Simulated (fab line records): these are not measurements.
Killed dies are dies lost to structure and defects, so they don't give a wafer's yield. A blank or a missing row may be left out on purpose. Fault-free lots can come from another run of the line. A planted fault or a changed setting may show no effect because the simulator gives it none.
Matching of chambers | flow sky130 | 3 sister chambers for SKY_CAPM_CVD_00 on pecvd-04
The step deposits SiO2, target thk 15.5 nm. 3 wafers are shown with their chamber, then 12 later ones without.

## WAFERS PAIRED WITH THEIR CHAMBERS
wafer  | chamber | heater power w (W)
L088.5 | 0       | 680
L090.1 | 2       | 694
L090.4 | 1       | 730

## WAFERS WHOSE CHAMBER IS MISSING
wafer  | heater power w (W)
L092.2 | 612
L092.5 | 606
L092.6 | 601
L093.1 | 663
L093.4 | 634
L093.5 | 677
L094.1 | 682
L094.3 | 667
L094.6 | 743
L097.2 | 731
L097.3 | 618
L097.6 | 624

## WHICH CHAMBER EACH WENT THROUGH
wafer  | from the rows above          | in truth
L092.2 | can't be placed: 0 or 2 or 1 | 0
L092.5 | can't be placed: 0 or 2 or 1 | 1
L092.6 | can't be placed: 0 or 2 or 1 | 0
L093.1 | can't be placed: 0 or 2 or 1 | 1
L093.4 | can't be placed: 0 or 2 or 1 | 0
L093.5 | can't be placed: 0 or 2 or 1 | 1
L094.1 | can't be placed: 0 or 2 or 1 | 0
L094.3 | can't be placed: 0 or 2 or 1 | 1
L094.6 | can't be placed: 1 or 2 or 0 | 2
L097.2 | can't be placed: 1 or 2 or 0 | 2
L097.3 | can't be placed: 0 or 2 or 1 | 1
L097.6 | can't be placed: 0 or 2 or 1 | 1
Correct placement for 0 of the 12. Unplaceable from these rows: 12, with the true chamber sitting among the candidates in 12. Wrongly placed: 0.
How it was worked out, from the rows above alone: a wafer's distance from a chamber is the root of the sum, over the readings, of the square of ((its reading less the chamber's mean) divided by the reading's scatter). The wafer belongs to the nearest chamber; if the next one is less than 2 further off, it can't be placed. Each chamber's mean is taken over the wafers shown for it. The scatter (one wafer shown for each chamber): square how far every hidden wafer sits from the nearest shown wafer, average those squares and take the square root.
